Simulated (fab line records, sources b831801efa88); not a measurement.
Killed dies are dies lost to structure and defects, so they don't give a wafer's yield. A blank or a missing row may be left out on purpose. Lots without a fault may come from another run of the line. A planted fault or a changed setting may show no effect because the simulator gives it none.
fab line records | flow gf180mcu
record lots=5 wafers=15 last_day=33
route steps=602 shown SAB@266 SALICIDE@278 CONTACT@287
lots that met no fault: from a run of the same line without faults
start_h: hours from the record's first day to the start of the lot's first wafer shown | wait_h: hours since the lot's step before | " the same as in the row above | L1.1+2: a row that stands for several wafers | - no value, or no start given | * or withheld: withheld | < > ~ a bound
route shown NAME@n: a module of which the file shows steps, and the number in the route of the first | usual: mean/standard deviation of fault-free wafers | same: alike in all rows | chamber/n: place in a boat | sites: the reading at each site | _std_site: their standard deviation | _edge_site: outer sites' mean less inner sites' | radius_mm: how far each site lies from the wafer's centre | mask NAME#n: copy n | behind: the tool/chamber that last shaped the wafer | hold: why the lot was held/for how many hours/how that ended | device: the transistor (n, p or np) that didn't switch | end of line: the same wafers' tests at the end of the route | a step without rows: its recipe alone | killed: dies lost to structure and defects at the first sort, not the wafer's yield | map: a wafer's dies, x killed, . not, _ none there
set.NAME: the setting as run; set.NAME@STEP: as run at that earlier step | model.NAME: the simulator's own value behind a step, which no gauge read
lots at some steps of the route; a table a step, a row a wafer
services: from which hour (start_h, from the record's first day; less than 0 if before it) a tool's chamber was out of use, for how many hours, and why
## steps
# step GF_SAB_DEHYDRATE_02
# recipe temp_c=200 time_s=60
# columns lot.wafer tool chamber start_h wait_h
L082.2+3+6 litho_track-01 0 391.95 11.1
L084.1+2+5 litho_track-04 0 415.35 10.9
L086.1+3+4 litho_track-03 0 427.68 11.4
L092.2+3+4 litho_track-04 0 485.83 11.5
L093.1+4+6 litho_track-01 0 491.57 11.0
# step GF_SAB_HMDS_03
# recipe prime_time_s=60 prime_temp_c=120
# columns lot.wafer tool chamber start_h wait_h
L082.2+3+6 litho_track-01 0 392.10 0.1
L084.1+2+5 litho_track-04 0 415.50 0.1
L086.1+3+4 litho_track-03 0 427.83 0.1
L092.2+3+4 litho_track-04 0 485.98 0.1
L093.1+4+6 litho_track-01 0 491.72 0.1
# step GF_SAB_COAT_04
# recipe resist=NOVOLAK spin_rpm=3000 resist_thk_nm=1000
# usual spin_speed_rpm=2999.7/2.2
# columns lot.wafer tool chamber start_h wait_h spin_speed_rpm
L082.2 litho_track-01 0 392.25 0.1 2997.9
L082.3 " 0 " " 2999.6
L082.6 " 0 " " 3000.7
L084.1 litho_track-04 0 415.65 0.1 3000.0
L084.2 " 0 " " 2997.5
L084.5 " 0 " " 2997.5
L086.1 litho_track-03 0 427.98 0.1 3002.2
L086.3 " 0 " " 3001.0
L086.4 " 0 " " 2999.3
L092.2 litho_track-04 0 486.13 0.1 2996.9
L092.3 " 0 " " 2998.9
L092.4 " 0 " " 2998.0
L093.1 litho_track-01 0 491.87 0.1 3001.0
L093.4 " 0 " " 3000.3
L093.6 " 0 " " 3003.3
# step GF_SAB_SOFTBAKE_05
# recipe temp_c=90 time_s=60 resist=NOVOLAK
# columns lot.wafer tool chamber start_h wait_h
L082.2+3+6 litho_track-01 0 392.40 0.1
L084.1+2+5 litho_track-04 0 415.80 0.1
L086.1+3+4 litho_track-03 0 428.13 0.1
L092.2+3+4 litho_track-04 0 486.28 0.1
L093.1+4+6 litho_track-01 0 492.02 0.1
# step GF_SAB_EXPOSE_06
# recipe mask_id=SAB target_cd_nm=420 na=0.6 source_shape=conventional sigma_outer=0.6 dose_mj=140
# columns lot.wafer tool chamber start_h wait_h mask
L082.2+3+6 iline_stepper-02 0 - - SAB#0
L084.1+2+5 iline_stepper-01 0 - - SAB#0
L086.1+3+4 iline_stepper-01 0 - - SAB#0
L092.2+3+4 iline_stepper-01 0 - - SAB#0
L093.1+4+6 iline_stepper-01 0 - - SAB#0
# step GF_SAB_PEB_07
# recipe temp_c=withheld time_s=* resist=NOVOLAK
# columns lot.wafer tool chamber start_h wait_h
L082.2+3+6 litho_track-03 0 - -
L084.1+2+5 litho_track-04 0 - -
L086.1+3+4 litho_track-04 0 - -
L092.2+3+4 litho_track-01 0 - -
L093.1+4+6 litho_track-03 0 - -
# step GF_SAB_DEVELOP_08
# recipe develop_time_s=60 dev_temp_c=23
# same develop_time_s=60
# columns lot.wafer tool chamber start_h wait_h
L082.2+3+6 litho_track-03 0 403.80 0.1
L084.1+2+5 litho_track-04 0 427.55 0.1
L086.1+3+4 litho_track-04 0 440.30 0.1
L092.2+3+4 litho_track-01 0 497.90 0.1
L093.1+4+6 litho_track-03 0 503.38 0.1
# step GF_SAB_CD_MEAS_09
# recipe target_cd_nm=420
# usual cd_nm=420.5/1.9
# columns lot.wafer tool chamber start_h wait_h cd_nm
L082.2 cd_sem-02 - 403.95 0.1 419.1
L082.3 " - " " 417.2
L082.6 " - " " 419.3
L084.1 cd_sem-02 - 427.70 0.1 420.8
L084.2 " - " " 420.1
L084.5 " - " " 421.4
L086.1 cd_sem-02 - 440.45 0.1 422.0
L086.3 " - " " 421.2
L086.4 " - " " 422.2
L092.2 cd_sem-02 - 498.04 0.1 421.6
L092.3 " - " " 420.8
L092.4 " - " " 424.3
L093.1 cd_sem-02 - 503.53 0.1 417.8
L093.4 " - " " 418.8
L093.6 " - " " 418.8
# step GF_SAB_OVL_MEAS_10
# usual SAB_OVL=-0.6/1.4
# columns lot.wafer tool chamber start_h wait_h SAB_OVL[nm]
L082.2 overlay-02 - 404.06 0.1 -0.7
L082.3 " - " " -1.0
L082.6 " - " " -0.4
L084.1 overlay-01 - 427.82 0.1 -0.5
L084.2 " - " " -2.0
L084.5 " - " " 0.5
L086.1 overlay-01 - 440.57 0.1 -1.1
L086.3 " - " " -1.2
L086.4 " - " " 0.4
L092.2 overlay-02 - 498.15 0.1 -0.1
L092.3 " - " " -1.2
L092.4 " - " " -1.0
L093.1 overlay-01 - 503.65 0.1 -0.1
L093.4 " - " " -1.0
L093.6 " - " " -0.7
# step GF_SAB_ETCH_11
# recipe chemistry=C4F8/O2/Ar mask_material=NOVOLAK target=SiO2 target_depth_nm=55 source_w=1500 bias_w=1200 pressure_mtorr=40 c4f8_flow_sccm=withheld O2_flow_sccm=6 Ar_flow_sccm=300 time_s=8.5
# usual oes_product_au=1.001/0.012
# columns lot.wafer tool chamber start_h wait_h oes_product_au rf_hours_counter_h
L082.2 rie_diel-04 3 404.09 0.0 1.010 18
L082.3 " 0 " " 0.998 18
L082.6 " 0 " " 0.995 -
L084.1 rie_diel-02 3 427.86 0.0 1.006 49
L084.2 " 1 " " 1.005 6
L084.5 " 1 " " 1.003 -
L086.1 rie_diel-02 2 440.61 0.0 0.994 10
L086.3 " 0 " " 0.988 105
L086.4 " 1 " " 1.005 6
L092.2 rie_diel-02 3 498.18 0.0 1.010 51
L092.3 " 0 " " 0.981 0
L092.4 " 3 " " 1.004 -
L093.1 rie_diel-04 0 503.68 0.0 0.984 21
L093.4 " 2 " " 1.009 2
L093.6 " 0 " " 0.985 -
# step GF_SAB_WET_ETCH_12
# recipe chemistry=dHF target_depth_nm=22 dry=n2_spin target=SiO2 temp_c=25 dilution=100:1 time_s=440
# columns lot.wafer tool chamber start_h wait_h
L082.2+3+6 wet_bench-01 1 404.15 0.0
L084.1+2+5 wet_bench-01 0 427.88 0.0
L086.1+3+4 wet_bench-01 1 440.63 0.0
L092.2+3+4 wet_bench-01 2 498.20 0.0
L093.1+4+6 wet_bench-03 1 503.71 0.0
# step GF_SAB_STRIP_13
# recipe chemistry=O2/N2 power_w=1400 pressure_mtorr=1500 platen_temp_c=250 o2_flow_sccm=3000 n2_flow_sccm=300 overash_fraction=0.5
# usual drypump_motor_current_A=5.7/0.53 heater_power_w=304/18 oes_product_au=0.710/0.0045 strip_time_to_endpoint_s=12.61/0.034
# columns lot.wafer tool chamber start_h wait_h drypump_motor_current_A heater_power_w oes_product_au rf_hours_counter_h strip_time_to_endpoint_s
L082.2 plasma_asher-03 0 404.28 0.0 5.1 308 0.707 77 12.60
L082.3 " 1 " " 6.3 333 0.708 - 12.58
L082.6 " 0 " " 5.2 301 0.711 - 12.57
L084.1 plasma_asher-02 0 428.01 0.0 6.4 310 0.708 63 12.61
L084.2 " 1 " " 6.2 276 0.715 63 12.60
L084.5 " 0 " " 6.4 312 0.716 - 12.61
L086.1 plasma_asher-01 0 440.76 0.0 5.2 322 0.707 32 12.70
L086.3 " 1 " " 5.3 287 0.716 - 12.67
L086.4 " 0 " " 5.2 312 0.708 - 12.70
L092.2 plasma_asher-01 0 498.36 0.0 5.2 318 0.708 38 12.65
L092.3 " 1 " " 5.3 287 0.712 - 12.63
L092.4 " 0 " " 5.2 315 0.710 - 12.62
L093.1 plasma_asher-02 1 503.84 0.0 6.2 272 0.706 70 12.63
L093.4 " 0 " " 6.4 329 0.709 - 12.66
L093.6 " 0 " " 6.4 314 0.711 - 12.63
# step GF_SALICIDE_CLEAN_00
# recipe chemistry=SC1/SC2 mix=1:4:20 temp_c=70 time_s=150
# columns lot.wafer tool chamber start_h wait_h
L082.2+3+6 wet_bench-04 3 404.38 0.1
L084.1+2+5 wet_bench-02 0 428.11 0.1
L086.1+3+4 wet_bench-02 3 440.86 0.1
L092.2+3+4 wet_bench-02 2 498.46 0.1
L093.1+4+6 wet_bench-04 0 503.94 0.1
# step GF_SALICIDE_WET_ETCH_01
# recipe chemistry=dHF target_depth_nm=5 dry=ipa_marangoni target=SiO2 temp_c=25 dilution=100:1 time_s=100
# columns lot.wafer tool chamber start_h wait_h
L082.2+3+6 wet_bench-04 3 404.43 0.0
L084.1+2+5 wet_bench-01 0 428.16 0.0
L086.1+3+4 wet_bench-01 2 440.91 0.0
L092.2+3+4 wet_bench-04 0 498.51 0.0
L093.1+4+6 wet_bench-02 0 503.99 0.0
# step GF_SALICIDE_SPUTTER_02
# recipe material=Co target_thk_nm=10 power_w=1000 time_s=20 chamber_pressure_pa=0.4
# usual throttle_valve_pct=29.8/1.5
# columns lot.wafer tool chamber start_h wait_h throttle_valve_pct
L082.2 pvd_sputter-04 - 404.47 0.0 31.1
L082.3 " - " " 30.4
L082.6 " - " " 28.0
L084.1 pvd_sputter-04 - 428.20 0.0 31.4
L084.2 " - " " 27.9
L084.5 " - " " 28.0
L086.1 pvd_sputter-04 - 440.95 0.0 27.9
L086.3 " - " " 30.3
L086.4 " - " " 31.3
L092.2 pvd_sputter-01 - 498.54 0.0 29.4
L092.3 " - " " 27.6
L092.4 " - " " 31.7
L093.1 pvd_sputter-01 - 504.03 0.0 28.0
L093.4 " - " " 31.9
L093.6 " - " " 32.0
# step GF_SALICIDE_SPUTTER_03
# recipe material=TiN target_thk_nm=20 power_w=6500 time_s=16.7 chamber_pressure_pa=0.4
# usual throttle_valve_pct=29.8/1.5
# columns lot.wafer tool chamber start_h wait_h throttle_valve_pct
L082.2 pvd_sputter-04 - 404.50 0.0 31.4
L082.3 " - " " 30.3
L082.6 " - " " 27.9
L084.1 pvd_sputter-04 - 428.22 0.0 31.6
L084.2 " - " " 28.0
L084.5 " - " " 27.7
L086.1 pvd_sputter-04 - 440.97 0.0 28.1
L086.3 " - " " 30.3
L086.4 " - " " 31.1
L092.2 pvd_sputter-01 - 498.57 0.0 29.3
L092.3 " - " " 27.8
L092.4 " - " " 31.7
L093.1 pvd_sputter-01 - 504.06 0.0 27.6
L093.4 " - " " 31.8
L093.6 " - " " 31.9
# step GF_SALICIDE_RS_MEAS_04
# recipe thk_meas_gauge=four-point-probe reads=TiN_of_SALICIDE_SPUTTER_03+Co_of_SALICIDE_SPUTTER_02
# usual SALICIDE_TIN_RS=16.4/0.33
# columns lot.wafer tool chamber start_h wait_h SALICIDE_TIN_RS[ohm/sq]
L082.2 film_metro-03 - 404.54 0.0 15.7
L082.3 " - " " 16.0
L082.6 " - " " 16.5
L084.1 film_metro-04 - 428.25 0.0 16.8
L084.2 " - " " 17.1
L084.5 " - " " 16.9
L086.1 film_metro-03 - 441.00 0.0 16.2
L086.3 " - " " 16.4
L086.4 " - " " 15.9
L092.2 film_metro-03 - 498.62 0.0 17.0
L092.3 " - " " 16.5
L092.4 " - " " 16.1
L093.1 film_metro-02 - 504.08 0.0 16.5
L093.4 " - " " 16.4
L093.6 " - " " 16.1
# step GF_SALICIDE_THK_MEAS_05
# recipe thk_meas_gauge=xrf reads=TiN_of_SALICIDE_SPUTTER_03
# usual SALICIDE_TIN_THK=20.18/0.28
# columns lot.wafer tool chamber start_h wait_h SALICIDE_TIN_THK[nm]
L082.2 film_metro-03 - 404.65 0.1 20.62
L082.3 " - " " 20.56
L082.6 " - " " 20.69
L084.1 film_metro-04 - 428.37 0.1 20.01
L084.2 " - " " 20.23
L084.5 " - " " 20.04
L086.1 film_metro-03 - 441.12 0.1 20.12
L086.3 " - " " 20.22
L086.4 " - " " 20.29
L092.2 film_metro-03 - 498.73 0.1 19.86
L092.3 " - " " 19.89
L092.4 " - " " 19.72
L093.1 film_metro-02 - 504.20 0.1 19.94
L093.4 " - " " 19.98
L093.6 " - " " 19.96
# step GF_SALICIDE_RTA_06
# recipe temp_c=530 time_s=30 ambient=N2
# usual lamp_power_pct=5.95/0.28 wafer_temp_C_max=531.6/0.34
# columns lot.wafer tool chamber start_h wait_h lamp_power_pct wafer_temp_C_max
L082.2 rtp_anneal-01 0 404.72 0.1 5.51 531.4
L082.3 " 0 " " 5.50 531.4
L082.6 " 0 " " 5.50 532.3
L084.1 rtp_anneal-02 0 428.43 0.1 6.14 531.2
L084.2 " 0 " " 6.13 531.5
L084.5 " 0 " " 6.13 531.4
L086.1 rtp_anneal-02 0 441.18 0.1 6.13 531.1
L086.3 " 0 " " 6.14 531.8
L086.4 " 0 " " 6.14 531.3
L092.2 rtp_anneal-02 0 498.79 0.1 6.13 531.4
L092.3 " 0 " " 6.13 531.6
L092.4 " 0 " " 6.13 532.2
L093.1 rtp_anneal-01 0 504.26 0.1 5.51 531.6
L093.4 " 0 " " 5.50 531.3
L093.6 " 0 " " 5.50 531.7
# step GF_SALICIDE_WET_ETCH_07
# recipe chemistry=SPM target_depth_nm=120 dry=n2_spin
# columns lot.wafer tool chamber start_h wait_h
L082.2+3+6 wet_bench-01 3 404.80 0.1
L084.1+2+5 wet_bench-02 3 428.53 0.1
L086.1+3+4 wet_bench-01 3 441.28 0.1
L092.2+3+4 wet_bench-01 3 498.88 0.1
L093.1+4+6 wet_bench-01 2 504.36 0.1
# step GF_SALICIDE_RTA_08
# recipe temp_c=800 time_s=30 ambient=N2
# usual lamp_power_pct=15.9/0.84 wafer_temp_C_max=802.6/0.59
# columns lot.wafer tool chamber start_h wait_h lamp_power_pct wafer_temp_C_max
L082.2 rtp_anneal-02 0 404.91 0.0 17.0 802.5
L082.3 " 0 " " 17.0 803.1
L082.6 " 0 " " 17.0 801.4
L084.1 rtp_anneal-01 0 428.62 0.0 15.3 803.8
L084.2 " 0 " " 15.3 802.9
L084.5 " 0 " " 15.3 803.1
L086.1 rtp_anneal-01 0 441.37 0.0 15.3 802.2
L086.3 " 0 " " 15.3 802.8
L086.4 " 0 " " 15.3 802.4
L092.2 rtp_anneal-01 0 499.00 0.0 15.3 803.0
L092.3 " 0 " " 15.3 802.5
L092.4 " 0 " " 15.3 802.4
L093.1 rtp_anneal-02 0 504.47 0.0 17.0 802.2
L093.4 " 0 " " 17.0 802.7
L093.6 " 0 " " 17.0 801.9
# step GF_CONTACT_CVD_00
# recipe material=SiO2 target_thk_nm=300 sigma_open_frac=0.3 temp_c=400 time_s=50 sih4_flow_sccm=60 pressure_mtorr=6
# columns lot.wafer tool chamber start_h wait_h
L082.2+3+6 hdpcvd-02 2,1,2 405.00 0.1
L084.1+2+5 hdpcvd-01 2,1,2 428.72 0.1
L086.1+3+4 hdpcvd-02 2,1,1 441.47 0.1
L092.2+3+4 hdpcvd-02 1,0,0 499.09 0.1
L093.1+4+6 hdpcvd-01 1,2,1 504.57 0.1
# step GF_CONTACT_THK_MEAS_01
# recipe reads=SiO2_of_CONTACT_CVD_00
# usual CONTACT_CVD_00_THK=298.3/2.9
# columns lot.wafer tool chamber start_h wait_h CONTACT_CVD_00_THK[nm]
L082.2 film_metro-04 - 405.05 0.0 297.6
L082.3 " - " " 296.2
L082.6 " - " " 295.5
L084.1 film_metro-03 - 428.77 0.0 296.1
L084.2 " - " " 299.3
L084.5 " - " " 294.5
L086.1 film_metro-04 - 441.52 0.0 301.8
L086.3 " - " " 298.2
L086.4 " - " " 296.8
L092.2 film_metro-01 - 499.14 0.0 294.8
L092.3 " - " " 292.5
L092.4 " - " " 297.2
L093.1 film_metro-01 - 504.62 0.0 302.0
L093.4 " - " " 299.0
L093.6 " - " " 303.1
# step GF_CONTACT_CVD_02
# recipe material=SiO2 target_thk_nm=860 precursor=TEOS temp_c=400 time_s=95.992 rf_w=600
# usual heater_power_w=653/120
# columns lot.wafer tool chamber start_h wait_h heater_power_w
L082.2 pecvd-04 1 405.10 0.0 639
L082.3 " 2 " " 489
L082.6 " 2 " " 535
L084.1 pecvd-03 1 428.83 0.1 616
L084.2 " 2 " " 848
L084.5 " 2 " " 923
L086.1 pecvd-04 0 441.58 0.1 700
L086.3 " 1 " " 671
L086.4 " 0 " " 745
L092.2 pecvd-02 0 499.19 0.0 794
L092.3 " 2 " " 712
L092.4 " 2 " " 553
L093.1 pecvd-04 0 504.68 0.1 738
L093.4 " 0 " " 593
L093.6 " 1 " " 562
# step GF_CONTACT_THK_MEAS_03
# recipe reads=SiO2_of_CONTACT_CVD_02
# usual CONTACT_CVD_02_THK=862/10
# columns lot.wafer tool chamber start_h wait_h CONTACT_CVD_02_THK[nm]
L082.2 film_metro-03 - 405.18 0.0 851
L082.3 " - " " 861
L082.6 " - " " 862
L084.1 film_metro-04 - 428.90 0.0 857
L084.2 " - " " 855
L084.5 " - " " 874
L086.1 film_metro-01 - 441.65 0.0 872
L086.3 " - " " 854
L086.4 " - " " 877
L092.2 film_metro-03 - 499.27 0.0 855
L092.3 " - " " 847
L092.4 " - " " 860
L093.1 film_metro-04 - 504.75 0.0 866
L093.4 " - " " 879
L093.6 " - " " 864
# step GF_CONTACT_CMP_04
# recipe material=SiO2 down_force_psi=4 platen_rpm=60 pad_velocity_m_s=0.94248
# usual head_pressure_psi=4.001/0.0087 motor_current_A=12.0/0.76 slurry_flow_ml_min=150.1/0.49 time_to_endpoint_s=113/5.3
# columns lot.wafer tool chamber start_h wait_h head_pressure_psi motor_current_A slurry_flow_ml_min time_to_endpoint_s
L082.2 cmp-02 1 407.01 1.8 4.009 12.2 150.0 107
L082.3 " 2 " " 4.012 11.1 150.1 112
L082.6 " 2 " " 3.999 11.9 149.2 107
L084.2 cmp-02 3 428.96 0.0 4.003 12.3 150.6 110
L084.1 " 1 " " 3.988 13.3 150.1 109
L084.5 " 0 " " 3.998 13.6 150.5 113
L086.4 cmp-01 3 441.71 0.0 3.993 11.3 148.8 119
L086.3 " 0 " " 4.016 11.8 149.7 106
L086.1 " 1 " " 3.997 13.0 150.6 120
L092.2 cmp-01 0 499.37 0.1 4.000 11.3 150.1 103
L092.3 " 1 " " 4.005 13.7 149.8 105
L092.4 " 2 " " 3.993 11.1 149.7 107
L093.4 cmp-01 0 504.86 0.1 4.005 11.0 148.9 117
L093.1 " 2 " " 3.998 11.4 150.4 111
L093.6 " 0 " " 3.991 11.0 149.6 109
# step GF_CONTACT_BOW_MEAS_05
# recipe mode=bow
# usual CONTACT_BOW=63/7.3
# columns lot.wafer tool chamber start_h wait_h CONTACT_BOW[um]
L082.2 film_metro-01 - 407.33 0.3 62
L082.3 " - " " 71
L082.6 " - " " 67
L084.1 film_metro-03 - 429.26 0.1 58
L084.2 " - " " 62
L084.5 " - " " 60
L086.1 film_metro-01 - 442.01 0.1 75
L086.3 " - " " 60
L086.4 " - " " 61
L092.2 film_metro-04 - 499.64 0.2 57
L092.3 " - " " 60
L092.4 " - " " 66
L093.1 film_metro-04 - 505.11 0.1 64
L093.4 " - " " 54
L093.6 " - " " 68
# step GF_CONTACT_DEHYDRATE_06
# recipe temp_c=200 time_s=60
# columns lot.wafer tool chamber start_h wait_h
L082.2+3+6 litho_track-04 0 418.38 11.0
L084.1+2+5 litho_track-01 0 440.98 11.7
L086.1+3+4 litho_track-04 0 454.05 12.0
L092.2+3+4 litho_track-01 0 510.95 11.3
L093.1+4+6 litho_track-04 0 516.15 11.0
# step GF_CONTACT_HMDS_07
# recipe prime_time_s=60 prime_temp_c=120
# columns lot.wafer tool chamber start_h wait_h
L082.2+3+6 litho_track-04 0 418.53 0.1
L084.1+2+5 litho_track-01 0 441.13 0.1
L086.1+3+4 litho_track-04 0 454.20 0.1
L092.2+3+4 litho_track-01 0 511.10 0.1
L093.1+4+6 litho_track-04 0 516.30 0.1
# step GF_CONTACT_COAT_08
# recipe resist=BARC temp_c=withheld time_s=withheld spin_rpm=withheld resist_thk_nm=withheld
# columns lot.wafer tool chamber start_h wait_h
L082.2+3+6 litho_track-04 0 418.68 0.1
L084.1+2+5 litho_track-01 0 441.28 0.1
L086.1+3+4 litho_track-04 0 454.35 0.1
L092.2+3+4 litho_track-01 0 511.25 0.1
L093.1+4+6 litho_track-04 0 516.45 0.1
# step GF_CONTACT_COAT_09
# recipe resist=KrF spin_rpm=withheld resist_thk_nm=1000
# columns lot.wafer tool chamber start_h wait_h
L082.2+3+6 litho_track-04 0 - -
L084.1+2+5 litho_track-01 0 - -
L086.1+3+4 litho_track-04 0 - -
L092.2+3+4 litho_track-01 0 - -
L093.1+4+6 litho_track-04 0 - -
# step GF_CONTACT_SOFTBAKE_10
# recipe temp_c=130 time_s=60 resist=KrF
# columns lot.wafer tool chamber start_h wait_h
L082.2+3+6 litho_track-04 0 - -
L084.1+2+5 litho_track-01 0 - -
L086.1+3+4 litho_track-04 0 - -
L092.2+3+4 litho_track-01 0 - -
L093.1+4+6 litho_track-04 0 - -
# step GF_CONTACT_EXPOSE_11
# recipe mask_id=Contact target_cd_nm=220 na=0.68 source_shape=conventional sigma_outer=0.6 dose_mj=38
# columns lot.wafer tool chamber start_h wait_h mask
L082.2+3+6 krf_scanner-01 0 - - Contact#0
L084.1+2+5 krf_scanner-01 0 - - Contact#0
L086.1+3+4 krf_scanner-02 0 - - Contact#0
L092.2+3+4 krf_scanner-01 0 - - Contact#0
L093.1+4+6 krf_scanner-01 0 - - Contact#0
# step GF_CONTACT_PEB_12
# recipe peb_temp_c=135 peb_time_s=90 resist=KrF
# columns lot.wafer tool chamber start_h wait_h
L082.2+3+6 litho_track-02 0 - -
L084.1+2+5 litho_track-02 0 - -
L086.1+3+4 litho_track-01 0 - -
L092.2+3+4 litho_track-02 0 - -
L093.1+4+6 litho_track-04 0 - -
# step GF_CONTACT_DEVELOP_13
# recipe develop_time_s=60 resist=KrF dev_temp_c=21
# same develop_time_s=60
# columns lot.wafer tool chamber start_h wait_h
L082.2+3+6 litho_track-02 0 430.51 0.2
L084.1+2+5 litho_track-02 0 453.98 0.2
L086.1+3+4 litho_track-01 0 466.42 0.2
L092.2+3+4 litho_track-02 0 523.41 0.2
L093.1+4+6 litho_track-04 0 528.50 0.2
# step GF_CONTACT_CD_MEAS_14
# recipe target_cd_nm=220
# usual cd_nm=220.2/1.5
# columns lot.wafer tool chamber start_h wait_h cd_nm
L082.2 cd_sem-02 - 430.65 0.1 223.3
L082.3 " - " " 222.7
L082.6 " - " " 221.7
L084.1 cd_sem-01 - 454.13 0.1 219.0
L084.2 " - " " 218.4
L084.5 " - " " 220.6
L086.1 cd_sem-01 - 466.57 0.1 220.8
L086.3 " - " " 219.9
L086.4 " - " " 219.1
L092.2 cd_sem-01 - 523.55 0.1 218.5
L092.3 " - " " 220.0
L092.4 " - " " 219.9
L093.1 cd_sem-01 - 528.65 0.1 221.6
L093.4 " - " " 220.2
L093.6 " - " " 220.6
# step GF_CONTACT_OVL_MEAS_15
# usual CONTACT_OVL=0/4.7
# columns lot.wafer tool chamber start_h wait_h CONTACT_OVL[nm]
L082.2 overlay-01 - 430.76 0.1 -4
L082.3 " - " " 1
L082.6 " - " " -3
L084.1 overlay-02 - 454.25 0.1 4
L084.2 " - " " 4
L084.5 " - " " -1
L086.1 overlay-02 - 466.69 0.1 -7
L086.3 " - " " -2
L086.4 " - " " 2
L092.2 overlay-02 - 523.66 0.1 -5
L092.3 " - " " 6
L092.4 " - " " -2
L093.1 overlay-01 - 528.77 0.1 -3
L093.4 " - " " -2
L093.6 " - " " -5
# step GF_CONTACT_ETCH_16
# recipe chemistry=N2/H2 target_depth_a=withheld overetch_a=withheld time_s=withheld target=BARC ion_energy_ev=200 source_w=500 bias_w=100 pressure_mtorr=30 n2_flow_sccm=100 h2_flow_sccm=200
# usual drypump_motor_current_A=5.7/0.56 oes_product_au=0.855/0.0044 throttle_valve_pct=13.223/0.01
# columns lot.wafer tool chamber start_h wait_h drypump_motor_current_A oes_product_au throttle_valve_pct
L082.2 rie_diel-03 1 430.79 0.0 6.5 0.853 13.222
L082.3 " 3 " " 6.1 0.854 13.204
L082.6 " 3 " " 6.1 0.850 13.236
L084.1 rie_diel-04 2 454.29 0.0 5.2 0.860 13.229
L084.2 " 1 " " 5.5 0.858 13.224
L084.5 " 2 " " 5.2 0.856 13.233
L086.1 rie_diel-03 2 466.73 0.0 6.5 0.855 13.235
L086.3 " 1 " " 6.6 0.851 13.209
L086.4 " 0 " " 5.7 0.853 13.247
L092.2 rie_diel-04 1 523.69 0.0 5.5 0.857 13.227
L092.3 " 3 " " 4.8 0.853 13.210
L092.4 " 0 " " 5.2 0.859 13.223
L093.1 rie_diel-04 3 528.81 0.0 4.8 0.855 13.216
L093.4 " 2 " " 5.2 0.855 13.229
L093.6 " 3 " " 4.8 0.853 13.230
# step GF_CONTACT_ETCH_17
# recipe chemistry=C4F8/O2/Ar mask_material=KrF target=SiO2 stop_on=CoSi2 source_w=1500 bias_w=1200 pressure_mtorr=40 c4f8_flow_sccm=withheld O2_flow_sccm=6 Ar_flow_sccm=300 time_s=withheld target_depth_a=8600
# usual oes_product_au=0.814/0.0049
# columns lot.wafer tool chamber start_h wait_h oes_product_au
L082.2 rie_diel-03 1 - - 0.807
L082.3 " 3 " " 0.801
L082.6 " 3 " " 0.810
L084.1 rie_diel-04 2 - - 0.814
L084.2 " 1 " " 0.808
L084.5 " 2 " " 0.812
L086.1 rie_diel-03 2 - - 0.820
L086.3 " 1 " " 0.809
L086.4 " 0 " " 0.814
L092.2 rie_diel-04 1 - - 0.814
L092.3 " 3 " " 0.811
L092.4 " 0 " " 0.815
L093.1 rie_diel-04 3 - - 0.819
L093.4 " 2 " " 0.810
L093.6 " 3 " " 0.816
# step GF_CONTACT_STRIP_18
# recipe chemistry=O2/N2 power_w=1400 pressure_mtorr=1500 platen_temp_c=250 o2_flow_sccm=3000 n2_flow_sccm=300 overash_fraction=0.5
# usual drypump_motor_current_A=6.0/0.45 heater_power_w=310/25 oes_product_au=0.581/0.005
# columns lot.wafer tool chamber start_h wait_h drypump_motor_current_A heater_power_w oes_product_au rf_hours_counter_h
L082.2 plasma_asher-02 1 430.95 - 6.2 272 0.578 63
L082.3 " 1 " " 6.2 264 0.581 -
L082.6 " 1 " " 6.2 272 0.584 -
L084.1 plasma_asher-03 1 454.45 - 6.3 320 0.588 2
L084.2 " 0 " " 5.1 311 0.578 2
L084.5 " 0 " " 5.2 301 0.577 -
L086.1 plasma_asher-02 0 466.89 - 6.4 315 0.587 67
L086.3 " 1 " " 6.2 268 0.575 -
L086.4 " 0 " " 6.4 309 0.583 -
L092.2 plasma_asher-04 1 523.85 - 5.5 341 0.578 92
L092.3 " 1 " " 5.5 346 0.581 -
L092.4 " 0 " " 5.7 329 0.582 -
L093.1 plasma_asher-02 0 528.97 - 6.4 311 0.578 73
L093.4 " 0 " " 6.4 320 0.573 -
L093.6 " 1 " " 6.2 278 0.576 -
# step GF_CONTACT_CLEAN_19
# recipe chemistry=SPM
# columns lot.wafer tool chamber start_h wait_h
L082.2+3+6 wet_bench-03 1 431.05 0.1
L084.1+2+5 wet_bench-03 0 454.55 0.1
L086.1+3+4 wet_bench-03 0 466.99 0.1
L092.2+3+4 wet_bench-04 2 523.95 0.1
L093.1+4+6 wet_bench-04 1 529.07 0.1
# step GF_CONTACT_CLEAN_20
# recipe chemistry=DIW
# columns lot.wafer tool chamber start_h wait_h
L082.2+3+6 wet_bench-02 0 431.15 0.0
L084.1+2+5 wet_bench-04 3 454.65 0.0
L086.1+3+4 wet_bench-03 1 467.18 0.0
L092.2+3+4 wet_bench-03 2 524.05 0.0
L093.1+4+6 wet_bench-02 1 529.17 0.0
# step GF_CONTACT_CLEAN_21
# recipe chemistry=dHF time_s=20 dilution=100:1 dry=ipa_marangoni
# columns lot.wafer tool chamber start_h wait_h
L082.2+3+6 wet_bench-04 1 431.24 0.0
L084.1+2+5 wet_bench-03 1 454.75 0.0
L086.1+3+4 wet_bench-04 3 467.36 0.0
L092.2+3+4 wet_bench-04 0 524.14 0.0
L093.1+4+6 wet_bench-03 1 529.26 0.0
## services
# columns tool chamber start_h hours kind
krf_scanner-01 - 388.69 1.8 repair
cmp-01 - 388.86 1.2 repair
rie_diel-03 1 404.17 11.1 repair
cmp-01 - 404.44 4.0 pm
wet_bench-03 - 412.40 0.5 repair
hdpcvd-02 1 431.70 2.6 repair
iline_stepper-01 - 436.48 2.1 pm
rie_diel-02 0 442.19 12.7 repair
wet_bench-03 - 442.43 5.7 repair
rie_diel-03 2 443.03 7.0 repair
rie_diel-03 - 446.69 0.4 repair
rie_diel-04 3 458.95 6.0 repair
krf_scanner-01 - 462.71 11.4 repair
rie_diel-04 - 463.70 0.5 repair
krf_scanner-01 - 466.70 4.5 repair
rie_diel-03 - 468.43 0.7 repair
hdpcvd-02 - 470.31 2.8 pm
krf_scanner-01 - 476.06 0.8 pm
pecvd-04 - 484.58 6.0 pm
krf_scanner-01 - 488.17 1.3 pm
rie_diel-02 2 495.72 12.5 repair
krf_scanner-01 - 498.94 1.0 pm
rie_diel-03 3 517.27 16.5 repair
krf_scanner-01 - 525.73 0.4 repair
## key
fault none
